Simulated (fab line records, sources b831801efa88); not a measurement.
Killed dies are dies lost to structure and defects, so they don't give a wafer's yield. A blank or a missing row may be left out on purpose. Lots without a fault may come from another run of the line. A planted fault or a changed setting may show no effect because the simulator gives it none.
One fault seen from 2 desks | flow gf180mcu | each desk has only its own numbers; what lay behind them comes last

THE TOOL OWNER'S DESK: pvd_sputter-04
The tool's own readings at GF_TOP_METAL_SPUTTER_01 (material TiN, target thk 30 nm, time 25 s): means of the sampled wafers that have a number, for each lot that ran on this tool. A lot is out of limits, marked OUT, if its mean lies more than 4 standard deviations from the usual mean; the brackets give that distance.
Columns: A = cathode_dc_power_W at GF_TOP_METAL_SPUTTER_01, usual 6416.9 W; B = throttle_valve_pct at GF_TOP_METAL_SPUTTER_01, usual 30.0 %
lot  | first seen here | A      | B
L352 | day 30 19:24    | 6418.1 | 29.8
L359 | day 33 00:44    | 6415.9 | 30.4
L363 | day 33 18:11    | 6417.4 | 30.8
This desk's finding: nothing out of limits on any of the 3 lots.

THE METROLOGY DESK
What the gauges read, lot by lot, whatever tool the lot ran on: means of the sampled wafers that have a number. A lot is out of limits, marked OUT, if its mean lies more than 4 standard deviations from the usual mean; the brackets give that distance.
Columns: A = V5_W_RS at GF_V5_RS_MEAS_24, usual 0.325 ohm/sq; B = V5_W_THK at GF_V5_THK_MEAS_25, usual 364 nm
lot  | first seen here | A     | B
L341 | day 27 13:27    | 0.324 | 364
L342 | day 27 23:04    | 0.321 | 367
L349 | day 29 23:27    | 0.324 | 362
L352 | day 30 18:49    | 0.323 | 364
L359 | day 33 00:10    | 0.324 | 364
L363 | day 33 17:37    | 0.327 | 361
This desk's finding: nothing out of limits on any of the 6 lots.

PUT TOGETHER
The tool owner's desk saw nothing out of limits.
The metrology desk saw nothing out of limits.

WHAT THE SIMULATOR HAD PUT IN
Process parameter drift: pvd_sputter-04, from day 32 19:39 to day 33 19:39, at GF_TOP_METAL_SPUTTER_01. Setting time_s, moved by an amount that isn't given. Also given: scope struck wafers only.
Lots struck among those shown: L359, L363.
